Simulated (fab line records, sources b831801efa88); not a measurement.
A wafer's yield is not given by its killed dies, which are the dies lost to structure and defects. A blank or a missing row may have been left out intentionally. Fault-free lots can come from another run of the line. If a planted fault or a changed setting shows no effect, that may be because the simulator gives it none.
Check of tool commonality :: flow gf180mcu :: 12 lots and 36 wafers in the sample

== THE REASON FOR OPENING IT ==
At GF_M5_CD_MEAS_07 the reading cd nm is flagged on 1 of 12 lots. Wafers without a fault read 279.7 nm, standard deviation 1.4.
Rule: a lot is flagged when every wafer of it that has a number lies more than 4 standard deviations from that mean, or none has a number. As for the other lots, they are considered sound.

lot: L156
measured: day 27 02:41
on: cd sem-01
cd nm (nm), wafer by wafer: 279.3 280.2 280.5
flag: 

lot: L157
measured: day 27 07:26
on: cd sem-01
cd nm (nm), wafer by wafer: 279.4 279.7 278.6
flag: 

lot: L158
measured: day 27 14:58
on: cd sem-01
cd nm (nm), wafer by wafer: 281.2 281.3 281.5
flag: 

lot: L159
measured: day 28 05:04
on: cd sem-01
cd nm (nm), wafer by wafer: 280.7 282.3 280.9
flag: 

lot: L160
measured: day 28 19:59
on: cd sem-01
cd nm (nm), wafer by wafer: 277.4 277.7 278.3
flag: 

lot: L161
measured: day 28 23:34
on: cd sem-02
cd nm (nm), wafer by wafer: 280.0 278.8 279.7
flag: 

lot: L163
measured: day 30 03:07
on: cd sem-01
cd nm (nm), wafer by wafer: 279.4 278.3 278.9
flag: 

lot: L165
measured: day 30 07:58
on: cd sem-01
cd nm (nm), wafer by wafer: 281.1 279.3 280.8
flag: 

lot: L167
measured: day 30 11:17
on: cd sem-01
cd nm (nm), wafer by wafer: 281.0 279.7 279.8
flag: 

lot: L166
measured: day 30 14:34
on: cd sem-01
cd nm (nm), wafer by wafer: 279.7 279.7 279.6
flag: 

lot: L170
measured: day 31 14:20
on: cd sem-02
cd nm (nm), wafer by wafer: 268.8 262.8 268.4
flag: FLAGGED

lot: L176
measured: day 32 20:26
on: cd sem-01
cd nm (nm), wafer by wafer: 280.4 280.6 278.6
flag: 
On average the flagged lots' numbers are 266.7 nm, which is -13.0 nm against the usual, or -9 standard deviations.

== EACH LOT AND THE TOOL IT RAN ON ==
Before the reading, the record contains 3 process steps out of a 602-step route. Read each cell as the tool, then ch plus the chambers that the sampled wafers visited, then the start.
lot: L156
flag: 
GF_MIM_CVD_05: pecvd-03 ch 0,1,2, day 25 08:42
GF_MIM_SPUTTER_07: pvd sputter-01, day 25 08:48
GF_M5_EXPOSE_04: krf scanner-02 ch 0, day 26 16:26

lot: L157
flag: 
GF_MIM_CVD_05: pecvd-04 ch 0,1,2, day 25 14:57
GF_MIM_SPUTTER_07: pvd sputter-03, day 25 15:03
GF_M5_EXPOSE_04: krf scanner-01 ch 0, day 26 22:05

lot: L158
flag: 
GF_MIM_CVD_05: pecvd-01 ch 0,2, day 25 22:39
GF_MIM_SPUTTER_07: pvd sputter-04, day 25 22:44
GF_M5_EXPOSE_04: krf scanner-02 ch 0, day 27 05:08

lot: L159
flag: 
GF_MIM_CVD_05: pecvd-01 ch 0,1,2, day 26 13:13
GF_MIM_SPUTTER_07: pvd sputter-03, day 26 13:19
GF_M5_EXPOSE_04: krf scanner-02 ch 0, day 27 19:49

lot: L160
flag: 
GF_MIM_CVD_05: pecvd-04 ch 1,2, day 27 04:03
GF_MIM_SPUTTER_07: pvd sputter-04, day 27 04:09
GF_M5_EXPOSE_04: krf scanner-01 ch 0, day 28 11:04

lot: L161
flag: 
GF_MIM_CVD_05: pecvd-01 ch 1,2, day 27 08:03
GF_MIM_SPUTTER_07: pvd sputter-03, day 27 08:09
GF_M5_EXPOSE_04: krf scanner-01 ch 0, day 28 14:19

lot: L163
flag: 
GF_MIM_CVD_05: pecvd-03 ch 1,2, day 28 13:19
GF_MIM_SPUTTER_07: pvd sputter-03, day 28 13:24
GF_M5_EXPOSE_04: krf scanner-02 ch 0, day 29 18:22

lot: L165
flag: 
GF_MIM_CVD_05: pecvd-03 ch 0,1,2, day 28 18:29
GF_MIM_SPUTTER_07: pvd sputter-03, day 28 18:35
GF_M5_EXPOSE_04: krf scanner-02 ch 0, day 29 22:40

lot: L167
flag: 
GF_MIM_CVD_05: pecvd-01 ch 1,2, day 28 22:02
GF_MIM_SPUTTER_07: pvd sputter-04, day 28 22:08
GF_M5_EXPOSE_04: krf scanner-02 ch 0, day 30 02:44

lot: L166
flag: 
GF_MIM_CVD_05: pecvd-03 ch 1,2, day 29 00:38
GF_MIM_SPUTTER_07: pvd sputter-03, day 29 00:44
GF_M5_EXPOSE_04: krf scanner-02 ch 0, day 30 05:32

lot: L170
flag: FLAGGED
GF_MIM_CVD_05: pecvd-01 ch 0,2, day 30 02:14
GF_MIM_SPUTTER_07: pvd sputter-03, day 30 02:20
GF_M5_EXPOSE_04: krf scanner-02 ch 0, day 31 05:22

lot: L176
flag: 
GF_MIM_CVD_05: pecvd-01 ch 0,1,2, day 31 09:49
GF_MIM_SPUTTER_07: pvd sputter-03, day 31 09:55
GF_M5_EXPOSE_04: krf scanner-01 ch 0, day 32 12:37
What the steps here do:
- GF_MIM_CVD_05: deposits Si3N4, target thk 42 nm, time 29.086 s.
- GF_MIM_SPUTTER_07: material TiN, target thk 60 nm, time 50 s.
- GF_M5_EXPOSE_04: exposes mask Metal5, target cd 280 nm.
- GF_M5_CD_MEAS_07: target cd 280 nm.

== FLAGGED AGAINST TOTAL, ONE TOOL AT A TIME (gauges that did the reading follow at the end) ==
step: GF_MIM_CVD_05
tool: pecvd-01
lots run: 6
flagged: 1
share of the flagged lots: all
sound lots run after its first flagged lot: 1 (L176)

step: GF_MIM_CVD_05
tool: pecvd-03
lots run: 4
flagged: 0
share of the flagged lots: none
sound lots run after its first flagged lot: -

step: GF_MIM_CVD_05
tool: pecvd-04
lots run: 2
flagged: 0
share of the flagged lots: none
sound lots run after its first flagged lot: -

step: GF_MIM_SPUTTER_07
tool: pvd sputter-01
lots run: 1
flagged: 0
share of the flagged lots: none
sound lots run after its first flagged lot: -

step: GF_MIM_SPUTTER_07
tool: pvd sputter-03
lots run: 8
flagged: 1
share of the flagged lots: all
sound lots run after its first flagged lot: 1 (L176)

step: GF_MIM_SPUTTER_07
tool: pvd sputter-04
lots run: 3
flagged: 0
share of the flagged lots: none
sound lots run after its first flagged lot: -

step: GF_M5_EXPOSE_04
tool: krf scanner-01
lots run: 4
flagged: 0
share of the flagged lots: none
sound lots run after its first flagged lot: -

step: GF_M5_EXPOSE_04
tool: krf scanner-02
lots run: 8
flagged: 1
share of the flagged lots: all
sound lots run after its first flagged lot: 0

step: GF_M5_CD_MEAS_07
tool: cd sem-01
lots run: 10
flagged: 0
share of the flagged lots: none
sound lots run after its first flagged lot: -

step: GF_M5_CD_MEAS_07
tool: cd sem-02
lots run: 2
flagged: 1
share of the flagged lots: all
sound lots run after its first flagged lot: 0

== WHAT THE TABLE PERMITS ==
4 rows of the table ran every flagged lot: pecvd-01 at GF_MIM_CVD_05, pvd sputter-03 at GF_MIM_SPUTTER_07, krf scanner-02 at GF_M5_EXPOSE_04, cd sem-02 at GF_M5_CD_MEAS_07.
- pecvd-01 at GF_MIM_CVD_05 ran 6 lots, 1 of them flagged. Lots that were sound ran on it after the first flagged one (L176); a persistent fault on the entire tool would not allow that.
- pvd sputter-03 at GF_MIM_SPUTTER_07 ran 8 lots, 1 of them flagged. Lots that were sound ran on it after the first flagged one (L176); a persistent fault on the entire tool would not allow that.
- krf scanner-02 at GF_M5_EXPOSE_04 ran 8 lots, 1 of them flagged. It ran its last sound lot, L166, at day 30 05:32 and its first flagged lot, L170, at day 31 05:22: a fault with its onset between the two fits. Its own readings (exposure dose mJ cm2) fall more than 4 standard deviations out on all wafers of the flagged lots.
- cd sem-02 at GF_M5_CD_MEAS_07 ran 2 lots, 1 of them flagged. It ran its last sound lot, L161, at day 28 23:34 and its first flagged lot, L170, at day 31 14:20: a fault with its onset between the two fits.
Because each of these 2 tools fits a fault that began at some hour, counting lots does not separate them. More lots, or a look at what each step does to the wafer, might.

== WHAT THE SIMULATOR PUT IN ==
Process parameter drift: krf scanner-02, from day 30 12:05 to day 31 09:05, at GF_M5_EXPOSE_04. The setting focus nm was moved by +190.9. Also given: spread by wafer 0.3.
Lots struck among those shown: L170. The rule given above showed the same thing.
